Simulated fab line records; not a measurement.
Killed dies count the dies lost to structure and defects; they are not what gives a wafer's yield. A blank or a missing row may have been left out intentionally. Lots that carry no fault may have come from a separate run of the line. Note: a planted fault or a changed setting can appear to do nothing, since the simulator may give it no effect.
2 desks, one fault || flow gf180mcu || each desk holds nothing but its own numbers, with what lay behind them at the end

DESK OF THE TOOL OWNER: rieMetal-03
The tool's own readings at GF_MIM_METAL_ETCH_19 (etches the open film in Cl2/BCl3, stops on Si3N4, target depth 324.5 nm, time 54.1 s): means of the sampled wafers that have a number, for each lot that ran on this tool. Marked OUT: a lot whose mean sits more than 4 standard deviations from the usual mean, which makes it out of limits; the brackets give that distance.
Columns: A = biasW at GF_MIM_METAL_ETCH_19, usual 140.0 W; B = drypumpMotorCurrentA at GF_MIM_METAL_ETCH_19, usual 6.0 A; C = oesProductAu at GF_MIM_METAL_ETCH_19, usual 0.940 a.u.; D = throttleValvePct at GF_MIM_METAL_ETCH_19, usual 28.285 %
{"lot": "L562", "first seen here": "day 25 07:58", "A": 139.8, "B": 6.2, "C": 0.939, "D": 28.283}
{"lot": "L565", "first seen here": "day 26 10:08", "A": 140.2, "B": 5.3, "C": 0.933, "D": 28.283}
{"lot": "L569", "first seen here": "day 27 20:54", "A": 140.3, "B": 5.7, "C": 0.939, "D": 28.289}
{"lot": "L572", "first seen here": "day 28 13:10", "A": 140.0, "B": 6.6, "C": 0.940, "D": 28.283}
{"lot": "L573", "first seen here": "day 29 04:25", "A": 140.3, "B": 6.6, "C": 0.943, "D": 28.283}
{"lot": "L577", "first seen here": "day 30 06:12", "A": "114.8 (-59) OUT", "B": 6.2, "C": 0.936, "D": 28.294}
{"lot": "L578", "first seen here": "day 30 10:45", "A": "115.1 (-58) OUT", "B": 6.2, "C": 0.935, "D": 28.289}
{"lot": "L581", "first seen here": "day 31 05:08", "A": "114.2 (-60) OUT", "B": 5.7, "C": 0.946, "D": 28.288}
This desk finds L577, L578, L581 out of limits, L577 being first, at day 30 06:12 (biasW at GF_MIM_METAL_ETCH_19). L562, L565, L569, L572, L573 stayed within limits.

THE METROLOGY DESK
Means of the sampled wafers that have a number, per lot and without regard to the tool the lot ran on: this is what the gauges read. Marked OUT: a lot whose mean sits more than 4 standard deviations from the usual mean, which makes it out of limits; the brackets give that distance.
Columns: A = V4_W_THK at GF_V4_THK_MEAS_25, usual 360 nm; B = MIM_CVD_05_THK at GF_MIM_THK_MEAS_06, usual 42.3 nm
{"lot": "L562", "first seen here": "day 24 09:37", "A": 351, "B": 42.6}
{"lot": "L563", "first seen here": "day 24 18:40", "A": 364, "B": 42.0}
{"lot": "L565", "first seen here": "day 25 11:59", "A": 367, "B": 42.3}
{"lot": "L568", "first seen here": "day 26 12:57", "A": 358, "B": 41.8}
{"lot": "L569", "first seen here": "day 26 23:09", "A": 360, "B": 42.6}
{"lot": "L570", "first seen here": "day 27 07:00", "A": 362, "B": 42.6}
{"lot": "L571", "first seen here": "day 27 16:55", "A": 356, "B": 42.3}
{"lot": "L572", "first seen here": "day 27 17:30", "A": 363, "B": 42.6}
{"lot": "L573", "first seen here": "day 28 09:21", "A": 360, "B": 42.6}
{"lot": "L575", "first seen here": "day 28 21:47", "A": 353, "B": 41.8}
{"lot": "L577", "first seen here": "day 29 10:27", "A": 359, "B": 41.5}
{"lot": "L578", "first seen here": "day 29 15:53", "A": 363, "B": 42.8}
{"lot": "L581", "first seen here": "day 30 10:29", "A": 365, "B": 42.5}
{"lot": "L583", "first seen here": "day 30 22:22", "A": 365, "B": 42.4}
{"lot": "L584", "first seen here": "day 31 04:47", "A": 361, "B": 42.1}
Finding of this desk: none of the 15 lots has anything out of limits.

BROUGHT TOGETHER
At day 30 06:12, on L577, L578, L581, the tool owner's desk was in a position to raise an alarm.
At the metrology desk, nothing out of limits was observed.
The metrology desk has L577, L578, L581 on record, within its limits.
On rieMetal-03, each named lot ran GF_MIM_METAL_ETCH_19.

WHAT HAD BEEN PUT IN BY THE SIMULATOR
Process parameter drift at GF_MIM_METAL_ETCH_19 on rieMetal-03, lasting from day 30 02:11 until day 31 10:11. Setting biasW, moved by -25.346, from 140. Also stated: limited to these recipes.
Shown lots that were struck: L577, L578, L581.
Each desk's first reading out of limits, in hours after the fault started: the tool owner's desk, 4.
